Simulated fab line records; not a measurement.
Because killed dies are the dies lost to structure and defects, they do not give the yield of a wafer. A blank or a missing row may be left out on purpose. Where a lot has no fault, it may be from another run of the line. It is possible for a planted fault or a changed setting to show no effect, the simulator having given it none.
2 desks looking at one fault :: flow sky130 :: each desk holds nothing but its own numbers, with what lay behind them at the end

## THE TOOL OWNER'S DESK: rie_diel-02
The tool's own readings at SKY_VIA1_ETCH_14 (etches BARC in N2/H2, stops on SiO2, time 45.9 s, target depth 60 nm): means of the sampled wafers that have a number, for each lot that ran on this tool. The brackets show how far a lot's mean lies from the usual mean; more than 4 standard deviations puts the lot out of limits, marked OUT.
Columns: A = bias_w at SKY_VIA1_ETCH_14, usual 100.04 W; B = drypump_motor_current_A at SKY_VIA1_ETCH_14, usual 5.8 A; C = oes_product_au at SKY_VIA1_ETCH_14, usual 0.855 a.u.; D = throttle_valve_pct at SKY_VIA1_ETCH_14, usual 13.223 %
lot: L450
first seen here: day 36 07:23
A: 99.92
B: 5.9
C: 0.852
D: 13.221

lot: L454
first seen here: day 36 23:34
A: 99.75
B: 6.0
C: 0.854
D: 13.219

lot: L456
first seen here: day 37 23:56
A: 100.15
B: 5.9
C: 0.858
D: 13.222

lot: L460
first seen here: day 39 04:26
A: 104.07 (+14) OUT
B: 5.9
C: 0.853
D: 13.223

lot: L461
first seen here: day 39 11:59
A: 103.96 (+14) OUT
B: 6.0
C: 0.853
D: 13.216
This desk's finding: out of limits on L460, L461; first on L460, day 39 04:26 (bias_w at SKY_VIA1_ETCH_14). L450, L454, L456 stayed within limits.

## THE METROLOGY DESK
What the gauges read for every lot (on any tool): the sampled wafers with a number, averaged. The brackets show how far a lot's mean lies from the usual mean; more than 4 standard deviations puts the lot out of limits, marked OUT.
Columns: A = VIA1_W_THK at SKY_VIA1_THK_MEAS_23, usual 271 nm
lot: L445
first seen here: day 33 17:18
A: 268

lot: L447
first seen here: day 34 12:19
A: 275

lot: L449
first seen here: day 36 08:11
A: 271

lot: L450
first seen here: day 36 08:22
A: 273

lot: L451
first seen here: day 36 09:07
A: 266

lot: L452
first seen here: day 36 11:04
A: 267

lot: L454
first seen here: day 37 00:31
A: 272

lot: L455
first seen here: day 37 12:52
A: 271

lot: L456
first seen here: day 38 00:54
A: 276

lot: L460
first seen here: day 39 05:25
A: 267

lot: L461
first seen here: day 39 13:02
A: 268

lot: L468
first seen here: day 41 14:48
A: 275
This desk's verdict: no lot among the 12 shows anything out of limits.

## TAKEN TOGETHER
At day 39 04:26, on L460, L461, the tool owner's desk was in a position to raise an alarm.
Nothing out of limits was seen by the metrology desk.
The metrology desk has L460, L461 on record, within its limits.
Every lot named ran SKY_VIA1_ETCH_14 on rie_diel-02.

## WHAT HAD BEEN PUT IN BY THE SIMULATOR
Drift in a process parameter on rie_diel-02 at SKY_VIA1_ETCH_14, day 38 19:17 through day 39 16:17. From 100, the setting bias_w moved by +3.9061. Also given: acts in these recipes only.
Lots struck among those shown: L460, L461.
How many hours passed from the start of the fault until each desk's first out-of-limits reading: the tool owner's desk, 9.
